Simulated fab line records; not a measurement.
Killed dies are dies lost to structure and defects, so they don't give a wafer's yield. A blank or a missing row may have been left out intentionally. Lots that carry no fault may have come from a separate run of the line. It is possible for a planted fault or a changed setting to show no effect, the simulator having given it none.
fab line records | flow sky130
record: lots: 24 wafers: 72 last_day: 50
route steps=708 shown LI_CONTACT@376 CONTACT@421 METAL1@439 VIA2@529 METAL3@532
lots untouched by any fault: they come from a run of this same line in which no faults occurred
start_h: hours from the record's opening day to when the first of the lot's shown wafers began | wait_h: hours from the lot's prior step to this one | " as in the row above | L1.1+2: one row covering several wafers at once | - either no value or no given start | * or withheld: withheld | < > ~ a bound
route shown NAME@n: names a module that has steps shown in the file, with the first one's number in the route | usual: mean and standard deviation over wafers with no fault | same: alike in all rows | chamber/n: place in a boat | sites: readings site by site | _std_site: standard deviation of those values | _edge_site: the outer-site mean with the inner-site mean subtracted | radius_mm: for every site, how far away it sits from the centre of the wafer | mask NAME#n: copy n | behind: tool/chamber where the wafer was last shaped | hold: what put the lot on hold/how long, in hours/how the hold closed | device: names the non-switching transistor (n, p or np) | end of line: at the end of the route, the tests of the same wafers | a step without rows: its recipe alone | killed: the dies lost at the first sort to structure and to defects; this is not the yield of the wafer | map: shows each die of a wafer: x if killed, . if not, _ if none is there
set.NAME: the run value of the setting; set.NAME@STEP: its run value at that earlier step | model.NAME: the simulator's own value behind a step, which no gauge read
one table for each step of the route and one row for each wafer, over a sample of lots
services: from which hour (start_h, from the record's first day; less than 0 if before it) a tool's chamber was out of use, for how many hours, and why
== steps ==
step: SKY_LI_CONTACT_ETCH_14
recipe: chemistry: N2/H2 target: BARC ion_energy_ev: 200 source_w: 500 bias_w: 100 pressure_mtorr: 30 n2_flow_sccm: 100 h2_flow_sccm: 200 stop_on: SiO2 time_s: 44.54 target_depth_a: 600
usual: bias_w: 100.0/0.32 drypump_motor_current_A: 5.7/0.51 oes_product_au: 0.869/0.0053 throttle_valve_pct: 13.226/0.0096
columns lot.wafer tool chamber start_h wait_h bias_w drypump_motor_current_A oes_product_au rf_hours_counter_h throttle_valve_pct
L074.1 rie_diel-03 3 695.57 0.0 99.9 6.1 0.873 2 13.236
L074.4 " 1 " " 100.3 6.0 0.874 10 13.216
L074.6 " 3 " " 100.0 6.1 0.873 - 13.219
L076.1 rie_diel-04 3 703.60 0.0 100.3 6.0 0.883 7 13.227
L076.2 " 1 " " 100.6 5.8 0.866 12 13.208
L076.6 " 2 " " 99.9 6.6 0.871 - 13.227
L075.2 rie_diel-03 1 708.19 0.0 99.8 6.0 0.868 10 13.232
L075.4 " 1 " " 99.5 6.0 0.866 - 13.233
L075.5 " 3 " " 99.9 6.1 0.868 - 13.244
L077.3 rie_diel-04 2 714.07 0.0 99.9 6.5 0.868 3 13.226
L077.4 " 3 " " 100.0 5.9 0.862 7 13.233
L077.5 " 1 " " 99.9 5.8 0.857 - 13.232
L078.3 rie_diel-01 2 721.14 0.0 100.1 5.5 0.873 2 13.210
L078.5 " 0 " " 99.9 6.2 0.866 - 13.237
L078.6 " 1 " " 99.9 5.2 0.860 - 13.237
L079.1 rie_diel-01 3 724.57 0.0 99.5 4.8 0.862 7 13.228
L079.3 " 2 " " 99.9 5.5 0.869 2 13.233
L079.5 " 2 " " 99.7 5.5 0.866 - 13.222
L080.2 rie_diel-04 1 731.10 0.0 100.6 5.8 0.868 12 13.229
L080.3 " 0 " " 99.9 6.0 0.869 17 13.226
L080.4 " 3 " " 100.3 5.9 0.875 8 13.207
L081.1 rie_diel-03 2 744.32 0.0 99.6 5.2 0.869 35 13.245
L081.3 " 1 " " 99.7 6.0 0.876 11 13.239
L081.5 " 2 " " 100.0 5.2 0.863 - 13.211
L083.1 rie_diel-04 1 754.94 0.0 100.2 5.7 0.879 13 13.223
L083.2 " 0 " " 99.7 6.0 0.877 17 13.222
L083.3 " 2 " " 100.4 6.5 0.878 3 13.220
L082.1 rie_diel-03 2 755.29 0.0 100.1 5.2 0.869 36 13.217
L082.2 " 3 " " 99.7 6.1 0.865 4 13.221
L082.5 " 3 " " 99.9 6.1 0.863 - 13.235
L084.1 rie_diel-04 3 762.15 0.0 99.9 5.9 0.867 9 13.205
L084.3 " 1 " " 99.5 5.8 0.861 13 13.222
L084.6 " 0 " " 100.3 5.9 0.870 - 13.218
L085.2 rie_diel-01 3 766.29 0.0 99.4 4.9 0.871 8 13.221
L085.5 " 1 " " 99.5 5.2 0.876 - 13.217
L085.6 " 2 " " 100.2 5.5 0.870 - 13.219
L086.4 rie_diel-03 2 783.35 0.0 100.1 5.2 0.875 37 13.210
L086.5 " 0 " " 100.0 5.0 0.877 - 13.229
L086.6 " 3 " " 100.0 6.1 0.877 - 13.235
L087.1 rie_diel-01 3 795.75 0.0 100.4 4.8 0.864 8 13.223
L087.2 " 0 " " 100.1 6.2 0.870 11 13.239
L087.6 " 1 " " 100.3 5.2 0.867 - 13.222
L088.2 rie_diel-04 1 801.85 0.0 99.9 5.8 0.876 14 13.230
L088.4 " 0 " " 100.1 5.9 0.866 18 13.212
L088.5 " 1 " " 99.7 5.8 0.871 - 13.229
L089.3 rie_diel-03 0 806.02 0.0 100.0 5.0 0.879 7 13.228
L089.4 " 0 " " 99.8 4.9 0.865 - 13.223
L089.5 " 3 " " 99.6 6.1 0.874 - 13.223
L090.1 rie_diel-04 3 807.24 0.0 99.8 5.9 0.874 9 13.204
L090.4 " 0 " " 100.1 6.0 0.856 19 13.224
L090.6 " 3 " " 99.6 5.9 0.867 - 13.231
L091.3 rie_diel-01 3 817.75 0.0 99.5 4.8 0.869 9 13.246
L091.5 " 0 " " 100.5 6.3 0.871 - 13.228
L091.6 " 1 " " 100.0 5.2 0.862 - 13.217
L092.1 rie_diel-04 2 828.45 0.0 100.2 6.6 0.862 5 13.225
L092.3 " 1 " " 99.7 5.8 0.875 15 13.228
L092.5 " 2 " " 100.5 6.5 0.881 - 13.227
L093.2 rie_diel-03 0 838.84 0.0 99.9 5.0 0.873 8 13.217
L093.3 " 3 " " 100.4 6.1 0.866 7 13.225
L093.5 " 1 " " 100.4 6.0 0.866 - 13.250
L094.2 rie_diel-01 2 844.30 0.0 99.9 5.5 0.868 5 13.223
L094.4 " 3 " " 99.3 4.9 0.864 - 13.230
L094.6 " 1 " " 99.9 5.2 0.872 - 13.224
L095.1 rie_diel-03 0 848.54 0.0 100.1 4.9 0.865 9 13.212
L095.2 " 2 " " 100.4 5.2 0.865 0 13.236
L095.4 " 3 " " 99.7 6.1 0.874 7 13.221
L096.1 rie_diel-01 2 853.99 0.0 99.8 5.5 0.875 5 13.226
L096.2 " 3 " " 99.7 4.9 0.867 10 13.210
L096.4 " 3 " " 100.0 4.9 0.873 - 13.218
L097.2 rie_diel-03 3 854.57 0.0 100.8 6.1 0.866 8 13.208
L097.3 " 0 " " 100.0 5.0 0.865 9 13.245
L097.5 " 1 " " 99.9 6.0 0.870 - 13.222
step: SKY_LI_CONTACT_CVD_21
recipe: material: W target_thk_nm: 400 time_s: 120.56 temp_c: 400 pressure_torr: 40
usual: chamber_pressure_Torr: 40.01/0.09 heater_power_w: 885/62
columns lot.wafer tool chamber start_h wait_h chamber_pressure_Torr heater_power_w
L074.1 cvd_w-01 1 696.13 0.0 39.94 902
L074.4 " 1 " " 40.01 891
L074.6 " 0 " " 40.06 882
L076.1 cvd_w-02 1 704.16 0.0 40.00 740
L076.2 " 0 " " 39.95 916
L076.6 " 1 " " 40.01 743
L075.2 cvd_w-01 0 708.92 0.0 40.00 920
L075.4 " 1 " " 39.90 906
L075.5 " 0 " " 40.01 911
L077.3 cvd_w-01 1 714.67 0.1 40.00 888
L077.4 " 0 " " 40.03 917
L077.5 " 1 " " 39.81 892
L078.3 cvd_w-01 1 721.74 0.1 40.07 887
L078.5 " 0 " " 40.02 914
L078.6 " 1 " " 40.06 907
L079.1 cvd_w-01 0 725.13 0.0 39.96 910
L079.3 " 1 " " 40.01 879
L079.5 " 0 " " 39.93 898
L080.2 cvd_w-01 0 731.66 0.0 39.89 914
L080.3 " 1 " " 39.99 899
L080.4 " 0 " " 39.84 916
L081.1 cvd_w-02 0 744.88 0.0 40.09 926
L081.3 " 0 " " 40.22 914
L081.5 " 1 " " 39.72 743
L083.1 cvd_w-02 0 755.50 0.0 40.19 925
L083.2 " 1 " " 39.89 746
L083.3 " 0 " " 40.08 927
L082.1 cvd_w-01 0 755.85 0.0 40.05 867
L082.2 " 1 " " 40.07 885
L082.5 " 1 " " 40.04 906
L084.1 cvd_w-01 0 762.75 0.0 40.08 916
L084.3 " 0 " " 40.03 915
L084.6 " 1 " " 40.12 920
L085.2 cvd_w-01 0 766.86 0.0 39.94 909
L085.5 " 1 " " 39.89 902
L085.6 " 0 " " 40.04 918
L086.4 cvd_w-02 0 783.96 0.1 40.03 920
L086.5 " 1 " " 39.99 756
L086.6 " 0 " " 39.99 935
L087.1 cvd_w-01 1 796.31 0.0 39.97 918
L087.2 " 0 " " 40.02 935
L087.6 " 0 " " 39.95 929
L088.2 cvd_w-01 1 802.41 0.0 40.05 919
L088.4 " 0 " " 40.00 935
L088.5 " 0 " " 40.05 936
L089.3 cvd_w-02 1 806.62 0.1 39.97 764
L089.4 " 0 " " 39.92 920
L089.5 " 0 " " 39.99 935
L090.1 cvd_w-02 1 807.80 0.0 39.98 742
L090.4 " 0 " " 40.00 934
L090.6 " 0 " " 40.02 930
L091.3 cvd_w-01 0 818.36 0.1 40.23 893
L091.5 " 0 " " 40.05 925
L091.6 " 1 " " 40.05 896
L092.1 cvd_w-02 0 829.01 0.0 40.08 948
L092.3 " 0 " " 40.08 935
L092.5 " 0 " " 40.08 914
L093.2 cvd_w-01 1 839.40 0.0 39.94 932
L093.3 " 1 " " 39.95 887
L093.5 " 0 " " 39.88 916
L094.2 cvd_w-01 1 844.86 0.0 39.84 895
L094.4 " 0 " " 40.15 928
L094.6 " 0 " " 39.91 914
L095.1 cvd_w-01 0 849.13 0.0 40.01 939
L095.2 " 1 " " 39.99 899
L095.4 " 0 " " 40.14 934
L096.1 cvd_w-01 0 854.56 0.0 40.06 933
L096.2 " 1 " " 39.91 915
L096.4 " 1 " " 40.04 891
L097.2 cvd_w-02 0 855.14 0.0 40.22 934
L097.3 " 1 " " 40.13 742
L097.5 " 1 " " 40.12 758
step: SKY_CONTACT_OVL_MEAS_15
usual: CONTACT_OVL: -1/5.1
columns lot.wafer tool chamber start_h wait_h CONTACT_OVL[nm]
L074.1 overlay-02 - 752.47 0.1 0
L074.4 " - " " -3
L074.6 " - " " -6
L076.1 overlay-01 - 760.88 0.1 -3
L076.2 " - " " -8
L076.6 " - " " -5
L075.2 overlay-01 - 766.56 0.1 -3
L075.4 " - " " -3
L075.5 " - " " -6
L077.3 overlay-01 - 771.54 0.1 -7
L077.4 " - " " -7
L077.5 " - " " -4
L078.3 overlay-02 - 779.56 0.1 2
L078.5 " - " " -2
L078.6 " - " " -1
L079.1 overlay-02 - 781.88 0.1 -7
L079.3 " - " " -4
L079.5 " - " " -6
L080.2 overlay-01 - 788.29 0.1 14
L080.3 " - " " 9
L080.4 " - " " 11
L081.1 overlay-01 - 803.07 0.1 -9
L081.3 " - " " -6
L081.5 " - " " -8
L083.1 overlay-02 - 810.82 0.1 9
L083.2 " - " " 0
L083.3 " - " " 6
L082.1 overlay-02 - 812.33 0.1 -3
L082.2 " - " " -5
L082.5 " - " " -10
L084.1 overlay-02 - 818.90 0.1 -3
L084.3 " - " " 1
L084.6 " - " " -1
L085.2 overlay-02 - 822.31 0.1 4
L085.5 " - " " 2
L085.6 " - " " 2
L086.4 overlay-02 - 839.62 0.1 -6
L086.5 " - " " -3
L086.6 " - " " -5
L087.1 overlay-02 - 850.28 0.1 -6
L087.2 " - " " -8
L087.6 " - " " -11
L088.2 overlay-02 - 857.21 0.1 -3
L088.4 " - " " -10
L088.5 " - " " 2
L089.3 overlay-01 - 861.59 0.1 -7
L089.4 " - " " -1
L089.5 " - " " 2
L090.1 overlay-01 - 862.10 0.1 -2
L090.4 " - " " -5
L090.6 " - " " -7
L091.3 overlay-01 - 873.63 0.1 -2
L091.5 " - " " -5
L091.6 " - " " 5
L092.1 overlay-01 - 883.78 0.1 -4
L092.3 " - " " -9
L092.5 " - " " -6
L093.2 overlay-02 - 894.23 0.1 -7
L093.3 " - " " -4
L093.5 " - " " 1
L094.2 overlay-01 - 898.79 0.1 -2
L094.4 " - " " -9
L094.6 " - " " -2
L095.1 overlay-01 - 902.97 0.1 5
L095.2 " - " " 4
L095.4 " - " " 9
L096.1 overlay-01 - 907.65 0.1 4
L096.2 " - " " 6
L096.4 " - " " 6
L097.2 overlay-01 - 908.23 0.1 -3
L097.3 " - " " -2
L097.5 " - " " -3
step: SKY_METAL1_RS_MEAS_05
recipe: thk_meas_gauge: four-point-probe reads: TiN_of_METAL1_SPUTTER_04+Ti_of_METAL1_SPUTTER_03+AlCu_of_METAL1_SPUTTER_02+TiN_of_METAL1_SPUTTER_01+Ti_of_METAL1_SPUTTER_00
usual: METAL1_ALCU_RS: 0.1265/0.0017
columns lot.wafer tool chamber start_h wait_h METAL1_ALCU_RS[ohm/sq]
L074.1 film_metro-03 - 754.03 0.0 0.1267
L074.4 " - " " 0.1271
L074.6 " - " " 0.1253
L076.1 film_metro-04 - 762.43 0.0 0.1279
L076.2 " - " " 0.1278
L076.6 " - " " 0.1272
L075.2 film_metro-02 - 768.23 0.0 0.1257
L075.4 " - " " 0.1260
L075.5 " - " " 0.1259
L077.3 film_metro-02 - 773.12 0.1 0.1247
L077.4 " - " " 0.1246
L077.5 " - " " 0.1256
L078.3 film_metro-02 - 781.15 0.1 0.1254
L078.5 " - " " 0.1279
L078.6 " - " " 0.1275
L079.1 film_metro-04 - 783.48 0.0 0.1241
L079.3 " - " " 0.1257
L079.5 " - " " 0.1239
L080.2 film_metro-03 - 789.85 0.0 0.1290
L080.3 " - " " 0.1270
L080.4 " - " " 0.1302
L081.1 film_metro-03 - 804.68 0.0 0.1279
L081.3 " - " " 0.1265
L081.5 " - " " 0.1253
L083.1 film_metro-04 - 812.52 0.0 0.1258
L083.2 " - " " 0.1234
L083.3 " - " " 0.1272
L082.1 film_metro-02 - 813.98 0.0 0.1244
L082.2 " - " " 0.1266
L082.5 " - " " 0.1234
L084.1 film_metro-02 - 820.49 0.0 0.1261
L084.3 " - " " 0.1279
L084.6 " - " " 0.1269
L085.2 film_metro-03 - 823.92 0.0 0.1235
L085.5 " - " " 0.1252
L085.6 " - " " 0.1247
L086.4 film_metro-02 - 841.24 0.1 0.1269
L086.5 " - " " 0.1273
L086.6 " - " " 0.1257
L087.1 film_metro-03 - 851.91 0.0 0.1266
L087.2 " - " " 0.1262
L087.6 " - " " 0.1276
L088.2 film_metro-04 - 858.80 0.0 0.1247
L088.4 " - " " 0.1268
L088.5 " - " " 0.1250
L089.3 film_metro-02 - 863.19 0.1 0.1295
L089.4 " - " " 0.1295
L089.5 " - " " 0.1306
L090.1 film_metro-04 - 863.66 0.0 0.1269
L090.4 " - " " 0.1281
L090.6 " - " " 0.1273
L091.3 film_metro-02 - 875.21 0.1 0.1259
L091.5 " - " " 0.1254
L091.6 " - " " 0.1229
L092.1 film_metro-04 - 885.36 0.0 0.1258
L092.3 " - " " 0.1262
L092.5 " - " " 0.1257
L093.2 film_metro-03 - 895.84 0.0 0.1276
L093.3 " - " " 0.1273
L093.5 " - " " 0.1270
L094.2 film_metro-02 - 900.43 0.0 0.1280
L094.4 " - " " 0.1264
L094.6 " - " " 0.1265
L095.1 film_metro-03 - 904.52 0.0 0.1274
L095.2 " - " " 0.1283
L095.4 " - " " 0.1254
L096.1 film_metro-03 - 909.20 0.0 0.1267
L096.2 " - " " 0.1257
L096.4 " - " " 0.1258
L097.2 film_metro-04 - 909.79 0.0 0.1267
L097.3 " - " " 0.1267
L097.5 " - " " 0.1289
step: SKY_VIA2_RS_MEAS_22
recipe: thk_meas_gauge: four-point-probe reads: W_of_VIA2_CVD_21+TiN_of_VIA2_SPUTTER_20
usual: VIA2_W_RS: 0.270/0.0033
columns lot.wafer tool chamber start_h wait_h VIA2_W_RS[ohm/sq]
L074.1 film_metro-02 - 866.16 0.1 0.266
L074.4 " - " " 0.265
L074.6 " - " " 0.266
L076.1 film_metro-01 - 874.44 0.2 0.272
L076.2 " - " " 0.274
L076.6 " - " " 0.273
L075.2 film_metro-02 - 878.87 0.1 0.266
L075.4 " - " " 0.270
L075.5 " - " " 0.269
L077.3 film_metro-01 - 882.88 0.1 0.263
L077.4 " - " " 0.267
L077.5 " - " " 0.267
L078.3 film_metro-02 - 891.70 0.1 0.271
L078.5 " - " " 0.270
L078.6 " - " " 0.270
L079.1 film_metro-04 - 895.03 0.1 0.266
L079.3 " - " " 0.265
L079.5 " - " " 0.264
L080.2 film_metro-04 - 899.07 0.1 0.277
L080.3 " - " " 0.275
L080.4 " - " " 0.279
L081.1 film_metro-01 - 913.84 0.1 0.269
L081.3 " - " " 0.267
L081.5 " - " " 0.268
L083.1 film_metro-02 - 921.08 0.1 0.268
L083.2 " - " " 0.272
L083.3 " - " " 0.271
L082.1 film_metro-01 - 923.29 0.1 0.269
L082.2 " - " " 0.269
L082.5 " - " " 0.270
L084.1 film_metro-01 - 930.58 0.1 0.270
L084.3 " - " " 0.270
L084.6 " - " " 0.272
L085.2 film_metro-04 - 932.31 0.1 0.269
L085.5 " - " " 0.268
L085.6 " - " " 0.268
L086.4 film_metro-04 - 949.37 0.1 0.270
L086.5 " - " " 0.270
L086.6 " - " " 0.276
L087.1 film_metro-04 - 958.95 0.1 0.272
L087.2 " - " " 0.272
L087.6 " - " " 0.275
L088.2 film_metro-04 - 965.66 0.1 0.271
L088.4 " - " " 0.273
L088.5 " - " " 0.272
L089.3 film_metro-04 - 969.10 0.1 0.271
L089.4 " - " " 0.269
L089.5 " - " " 0.270
L090.1 film_metro-01 - 970.58 0.1 0.267
L090.4 " - " " 0.270
L090.6 " - " " 0.267
L091.3 film_metro-01 - 980.81 0.1 0.272
L091.5 " - " " 0.266
L091.6 " - " " 0.270
L092.1 film_metro-04 - 989.91 0.1 0.273
L092.3 " - " " 0.271
L092.5 " - " " 0.271
L093.2 film_metro-04 - 999.16 0.1 0.270
L093.3 " - " " 0.269
L093.5 " - " " 0.267
L094.2 film_metro-02 - 1004.02 0.1 0.263
L094.4 " - " " 0.268
L094.6 " - " " 0.266
L095.1 film_metro-01 - 1007.60 0.2 0.268
L095.2 " - " " 0.269
L095.4 " - " " 0.267
L096.1 film_metro-01 - 1011.44 0.1 0.268
L096.2 " - " " 0.265
L096.4 " - " " 0.269
L097.2 film_metro-04 - 1013.48 0.2 0.271
L097.3 " - " " 0.272
L097.5 " - " " 0.272
step: SKY_METAL3_SPUTTER_00
recipe: material: Ti target_thk_nm: 15 power_w: 3000 time_s: 10 chamber_pressure_pa: 0.4
usual: throttle_valve_pct: 30.0/1.4
columns lot.wafer tool chamber start_h wait_h throttle_valve_pct
L074.1 pvd_sputter-04 - 866.64 0.1 31.4
L074.4 " - " " 32.3
L074.6 " - " " 31.4
L076.1 pvd_sputter-02 - 874.92 0.1 29.2
L076.2 " - " " 29.3
L076.6 " - " " 29.5
L075.2 pvd_sputter-03 - 879.33 0.1 31.7
L075.4 " - " " 30.1
L075.5 " - " " 29.5
L077.3 pvd_sputter-03 - 883.32 0.1 27.3
L077.4 " - " " 30.4
L077.5 " - " " 27.1
L078.3 pvd_sputter-03 - 892.14 0.1 26.9
L078.5 " - " " 30.3
L078.6 " - " " 31.9
L079.1 pvd_sputter-04 - 895.51 0.1 30.2
L079.3 " - " " 28.5
L079.5 " - " " 32.1
L080.2 pvd_sputter-03 - 899.53 0.1 30.1
L080.3 " - " " 31.4
L080.4 " - " " 29.6
L081.1 pvd_sputter-04 - 914.32 0.1 31.4
L081.3 " - " " 28.3
L081.5 " - " " 30.2
L083.1 pvd_sputter-03 - 921.56 0.1 30.0
L083.2 " - " " 27.0
L083.3 " - " " 31.3
L082.1 pvd_sputter-03 - 923.77 0.1 31.8
L082.2 " - " " 29.8
L082.5 " - " " 29.6
L084.1 pvd_sputter-03 - 931.06 0.2 30.0
L084.3 " - " " 30.3
L084.6 " - " " 27.1
L085.2 pvd_sputter-03 - 932.77 0.1 31.6
L085.5 " - " " 27.1
L085.6 " - " " 29.6
L086.4 pvd_sputter-02 - 949.79 0.2 29.9
L086.5 " - " " 29.4
L086.6 " - " " 29.8
L087.1 pvd_sputter-02 - 959.43 0.1 29.3
L087.2 " - " " 29.8
L087.6 " - " " 29.4
L088.2 pvd_sputter-04 - 966.12 0.2 30.3
L088.4 " - " " 28.1
L088.5 " - " " 28.3
L089.3 pvd_sputter-03 - 969.54 0.2 30.3
L089.4 " - " " 29.6
L089.5 " - " " 27.1
L090.1 pvd_sputter-04 - 971.06 0.1 30.2
L090.4 " - " " 31.4
L090.6 " - " " 32.4
L091.3 pvd_sputter-04 - 981.37 0.1 31.7
L091.5 " - " " 30.6
L091.6 " - " " 31.9
L092.1 pvd_sputter-02 - 990.39 0.2 29.6
L092.3 " - " " 30.0
L092.5 " - " " 30.1
L093.2 pvd_sputter-04 - 999.62 0.1 30.3
L093.3 " - " " 32.2
L093.5 " - " " 32.1
L094.2 pvd_sputter-04 - 1004.48 0.2 32.0
L094.4 " - " " 30.0
L094.6 " - " " 31.0
L095.1 pvd_sputter-03 - 1008.08 0.1 30.2
L095.2 " - " " 26.9
L095.4 " - " " 29.5
L096.1 pvd_sputter-03 - 1011.92 0.1 31.6
L096.2 " - " " 29.5
L096.4 " - " " 27.3
L097.2 pvd_sputter-02 - 1013.96 0.3 29.3
L097.3 " - " " 30.1
L097.5 " - " " 29.3
== services ==
columns tool chamber start_h hours kind
rie_diel-04 0 701.29 4.8 repair
rie_diel-03 0 706.05 3.6 repair
rie_diel-03 0 732.20 8.2 repair
pvd_sputter-03 - 752.70 2.8 repair
pvd_sputter-04 - 795.92 4.5 repair
rie_diel-03 2 805.15 6.9 repair
rie_diel-04 1 835.57 3.0 repair
rie_diel-04 3 849.04 4.0 repair
cvd_w-02 - 860.33 0.7 repair
cvd_w-02 0 869.87 18.2 repair
rie_diel-04 1 876.50 2.1 repair
rie_diel-04 1 885.64 20.5 repair
cvd_w-01 - 888.77 0.8 repair
rie_diel-03 - 890.75 4.0 pm
cvd_w-02 - 904.00 14.0 pm
rie_diel-03 - 907.36 2.8 pm
pvd_sputter-03 - 910.80 4.8 repair
rie_diel-03 - 916.64 0.3 repair
rie_diel-03 1 953.66 2.6 repair
cvd_w-02 - 968.45 2.8 pm
rie_diel-03 1 977.87 9.7 repair
rie_diel-03 3 991.82 18.7 repair
cvd_w-02 0 1004.89 9.1 repair
pvd_sputter-04 - 1009.33 5.6 repair
== key ==
fault none
